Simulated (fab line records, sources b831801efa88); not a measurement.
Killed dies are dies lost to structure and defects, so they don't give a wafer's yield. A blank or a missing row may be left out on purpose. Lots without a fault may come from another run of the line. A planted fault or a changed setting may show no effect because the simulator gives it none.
Which tool did it? | flow sky130 | 7 lots, 21 wafers sampled, at 2 steps of a route of 708

WHAT THE GAUGES READ, wafer by wafer
SKY_VIA1_THK_MEAS_01.
lot  | measured     | on            | VIA1_HDPCVD_THK (nm)
L931 | day 33 11:13 | film_metro-02 | 1030 1030 1027
L933 | day 34 08:42 | film_metro-01 | 1019 1025 1019
L935 | day 34 23:04 | film_metro-03 | 1036 1051 1040
L942 | day 37 04:40 | film_metro-01 | 1025 1024 1024
L945 | day 37 22:58 | film_metro-01 | 1022 1042 1033
L949 | day 39 16:24 | film_metro-03 | 1023 1046 1055
L950 | day 40 08:58 | film_metro-03 | 1038 1035 1047

WHICH TOOL RAN EACH LOT (tool, then ch and the chambers of the sampled wafers, then the start)
lot  | SKY_METAL1_STRIP_20
L931 | plasma_asher-03 ch 0,1, day 33 10:31
L933 | plasma_asher-01 ch 0,1, day 34 07:59
L935 | plasma_asher-02 ch 0,1, day 34 22:21
L942 | plasma_asher-02 ch 0, day 37 03:57
L945 | plasma_asher-01 ch 0,1, day 37 22:16
L949 | plasma_asher-02 ch 0,1, day 39 15:39
L950 | plasma_asher-03 ch 0,1, day 40 08:16
- SKY_METAL1_STRIP_20: strips in O2/N2.

THE ANSWER, worked out from the rows above alone
Rule: what is usual is taken from the lots themselves. Put in order of their means at a reading, lots are off if they are a third of the lots or fewer, leave a main group of 4 or more, and stand apart from it by a gap of 3 or more times the standard deviation of the main group's means; of several such gaps the widest counts. A main group whose means are all the same, to the digits that the tables above print for the reading, isn't used. A lot without any number at a reading at which 4 lots or more have one is off too. The other lots that the step has rows for count as sound.
No lot is off at any reading shown: from this, nothing can be told.

WHAT THE SIMULATOR HAD PUT IN
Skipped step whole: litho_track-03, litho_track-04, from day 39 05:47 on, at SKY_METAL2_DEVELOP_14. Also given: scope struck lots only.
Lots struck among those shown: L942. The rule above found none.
